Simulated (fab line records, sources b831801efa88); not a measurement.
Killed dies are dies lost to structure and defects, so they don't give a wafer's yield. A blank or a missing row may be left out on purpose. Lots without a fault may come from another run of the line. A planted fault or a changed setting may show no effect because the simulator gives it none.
A struck lot beside a sound one | flow gf180mcu | 14 steps out of a route of 602
Sound: wafers L867.1, L867.3, L867.5. Struck: wafers L887.1, L887.2, L887.3. The cause comes at the end.
At each step with rows: each side's tool, then ch and its chambers, then its first start. Under that, the readings that differ: sound wafers | struck wafers | difference of the means | sigmas: that difference in standard deviations of wafers without a fault.
alike: readings whose means differ by less than 2 such deviations, and words and numbers that are the same on both sides. not compared: withheld readings, readings that some wafer has no value for, bounds like >300 that may hide the same value, and numbers for which the record gives no deviation and whose values overlap.
The two part at a step that has a row with sigmas, a row that says differs or no value, or rows on one side only. Numbers that don't overlap but have no deviation are shown without sigmas and don't part them. A reading that every wafer of one side lacks parts them only if that side has two wafers or more.

GF_HV_LDD_RS_MEAS_53: measures by four-point-probe.
  sound on film_metro-01, day 12 07:09; struck on film_metro-03, day 19 21:14
  alike: HV_LDD_RS
then, 1 step without rows for these wafers: GF_HV_LDD_CVD_54 (deposits SiO2 from TEOS, target thk 10 nm, time 75 s).
GF_HV_LDD_THK_MEAS_55:
  sound on film_metro-03, day 12 08:17; struck on film_metro-03, day 19 23:05
  reading                | sound             | struck         | difference | sigmas
  HV_LDD_CVD_54_THK (nm) | 10.21 10.05 10.18 | 9.79 9.73 9.77 | -0.38      | -3
then, 1 step without rows for these wafers: GF_HV_LDD_CVD_56 (deposits Si3N4 from DCS/NH3, target thk 90 nm, time 1543 s).
GF_HV_LDD_THK_MEAS_57:
  sound on film_metro-03, day 12 09:47; struck on film_metro-03, day 20 00:35
  alike: HV_LDD_CVD_56_THK
GF_HV_LDD_ETCHBACK_58: etches Si3N4 in CH3F/O2, stops on SiO2, time 100 s, target depth 90 nm.
  sound on rie_diel-01 ch 0,1,3, day 12 09:50; struck on rie_diel-02 ch 1,2,3, day 20 00:38
  alike: ch3f_flow_sccm, drypump_motor_current_A, oes_product_au, throttle_valve_pct
  not compared: rf_hours_counter_h
then, 6 steps without rows for these wafers: GF_NSD_DEHYDRATE_00 (time 60 s); GF_NSD_HMDS_01 (prime time 60 s); GF_NSD_COAT_02 (resist thk 1000 nm); GF_NSD_SOFTBAKE_03 (time 60 s); GF_NSD_EXPOSE_04 (exposes mask Nplus, target cd 400 nm); GF_NSD_PEB_05.
GF_NSD_DEVELOP_06: develop time 60 s.
  sound on litho_track-04 ch 0, day 13 05:34; struck on litho_track-02, day 20 23:55
  no value came back on the struck wafers for chill_plate_temp_C (C), develop_time_s (s), exhaust_pa (Pa); on the sound wafers chill_plate_temp_C (C) reads 22.92 22.95 22.87
GF_NSD_CD_MEAS_07: target cd 400 nm.
  sound on cd_sem-02, day 13 05:43; struck on cd_sem-01, day 21 00:04
  reading    | sound             | struck | difference                    | sigmas
  cd_nm (nm) | 398.9 402.8 401.0 | - - -  | no value on the struck wafers |

WHERE THEY PART
First at GF_HV_LDD_THK_MEAS_55; last, within this record, at GF_NSD_CD_MEAS_07.

WHY: what the simulator had put in
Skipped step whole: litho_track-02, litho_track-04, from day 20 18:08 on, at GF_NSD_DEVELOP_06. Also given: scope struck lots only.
